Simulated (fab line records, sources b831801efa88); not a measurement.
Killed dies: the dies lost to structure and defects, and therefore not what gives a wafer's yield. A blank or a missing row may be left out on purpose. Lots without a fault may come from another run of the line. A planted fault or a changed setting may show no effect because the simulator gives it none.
One fault through the eyes of 2 desks -- flow gf180mcu -- each desk holds nothing but its own numbers, with what lay behind them at the end

== AT THE METROLOGY DESK ==
What the gauges read for every lot (on any tool): the sampled wafers with a number, averaged. A lot is out of limits, marked OUT, if its mean lies more than 4 standard deviations from the usual mean; the brackets give that distance.
Columns: A = cdNm at GF_M4_CD_MEAS_14, usual 280.3 nm
lot,first seen here,A
L954,day 24 01:59,280.0
L955,day 24 05:25,279.6
L957,day 24 23:17,281.3
L958,day 25 06:59,278.9
L959,day 25 14:20,280.9
L962,day 26 19:30,281.1
L964,day 27 09:46,282.0
L965,day 27 12:29,280.5
L966,day 27 20:53,280.3
L970,day 28 23:22,294.6 (+12) OUT
L971,day 29 16:47,280.5
L972,day 29 18:09,294.3 (+12) OUT
This desk's finding: out of limits on L970, L972; first on L970, day 28 23:22 (cdNm at GF_M4_CD_MEAS_14). L954, L955, L957, L958, L959, L962, L964, L965, L966, L971 stayed within limits.

== THE TOOL OWNER'S DESK: lithoTrack-01 ==
The tool's own readings at GF_M4_PEB_12 (peb time 90 s): means of the sampled wafers that have a number, for each lot that ran on this tool. A lot is out of limits, marked OUT, if its mean lies more than 4 standard deviations from the usual mean; the brackets give that distance.
Columns: A = heaterPowerTotalW at GF_M4_PEB_12, usual 85.69 W; B = plateTempC at GF_M4_PEB_12, usual 134.99 C
lot,first seen here,A,B
L954,day 24 01:38,85.69,135.10
L957,day 24 22:56,85.73,134.85
L959,day 25 13:59,85.67,135.21
L966,day 27 20:32,85.73,134.91
L970,day 28 23:02,82.05 (-43) OUT,130.76 (-28) OUT
L972,day 29 17:49,82.16 (-42) OUT,130.63 (-29) OUT
This desk's finding: out of limits on L970, L972; first on L970, day 28 23:02 (heaterPowerTotalW at GF_M4_PEB_12). L954, L957, L959, L966 stayed within limits.

== BROUGHT TOGETHER ==
At day 28 23:02, on L970, L972, the tool owner's desk was in a position to raise an alarm.
At day 28 23:22 the metrology desk could have sounded an alarm, on L970, L972.
All the named lots went through GF_M4_PEB_12 on lithoTrack-01.

== WHAT WAS PUT IN BY THE SIMULATOR ==
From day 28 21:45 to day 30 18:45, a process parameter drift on lithoTrack-01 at GF_M4_PEB_12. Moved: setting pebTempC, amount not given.
Shown lots that were struck: L970, L972.
Hours from the fault's start to each desk's first reading out of limits: the tool owner's desk, 1; the metrology desk, 2.
